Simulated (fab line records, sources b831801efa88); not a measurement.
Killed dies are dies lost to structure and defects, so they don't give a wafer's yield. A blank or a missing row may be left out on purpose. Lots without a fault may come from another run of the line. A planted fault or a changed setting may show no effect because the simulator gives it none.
Chamber matching | flow sky130 | SKY_METAL4_ETCH_17 on rie_diel-04: 4 sister chambers
The step etches SiO2 in C4F8/O2/Ar, stops on TiN, time 3.9 s, target depth 15 nm. 16 wafers are shown with their chamber, then 8 later ones without.

WAFERS WITH THEIR CHAMBER
wafer  | chamber | oes_product_au (a.u.)
L076.4 | 1       | 0.765
L076.5 | 0       | 0.762
L076.6 | 2       | 0.756
L081.1 | 3       | 0.749
L081.2 | 0       | 0.751
L081.6 | 3       | 0.750
L084.1 | 2       | 0.748
L084.3 | 0       | 0.755
L084.5 | 2       | 0.758
L086.2 | 3       | 0.739
L086.3 | 1       | 0.758
L086.4 | 0       | 0.758
L087.4 | 2       | 0.769
L087.5 | 0       | 0.756
L087.6 | 1       | 0.759
L088.1 | 1       | 0.753

SIGNATURES (means of the wafers above)
reading        | chamber 0 | chamber 1 | chamber 2 | chamber 3 | scatter within a chamber
oes_product_au | 0.75640   | 0.75875   | 0.75775   | 0.74600   | 0.00603
Rule: a wafer's distance from a chamber is the root of the sum, over the readings, of the square of ((its reading less the chamber's mean) divided by the reading's scatter). The wafer belongs to the nearest chamber; if the next one is less than 2 further off, it can't be placed. The scatter: the root of (the sum of the squares of (reading less its chamber's mean) over the shown wafers, divided by (wafers less chambers)).

WAFERS WITHOUT THEIR CHAMBER
wafer  | oes_product_au (a.u.)
L088.2 | 0.758
L088.5 | 0.761
L093.1 | 0.753
L093.2 | 0.739
L093.5 | 0.756
L094.1 | 0.746
L094.4 | 0.763
L094.5 | 0.760

WHICH CHAMBER EACH WENT THROUGH
wafer  | from the rows above               | in truth
L088.2 | can't be placed: 2 or 1 or 0 or 3 | 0
L088.5 | can't be placed: 1 or 2 or 0      | 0
L093.1 | can't be placed: 0 or 2 or 1 or 3 | 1
L093.2 | can't be placed: 3 or 0 or 2      | 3
L093.5 | can't be placed: 0 or 2 or 1 or 3 | 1
L094.1 | can't be placed: 3 or 0 or 2      | 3
L094.4 | can't be placed: 1 or 2 or 0      | 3
L094.5 | can't be placed: 1 or 2 or 0      | 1
Placed correctly: 0 of 8. Can't be placed from these rows: 8 (the true chamber is among the candidates in 7). Placed wrongly: 0.
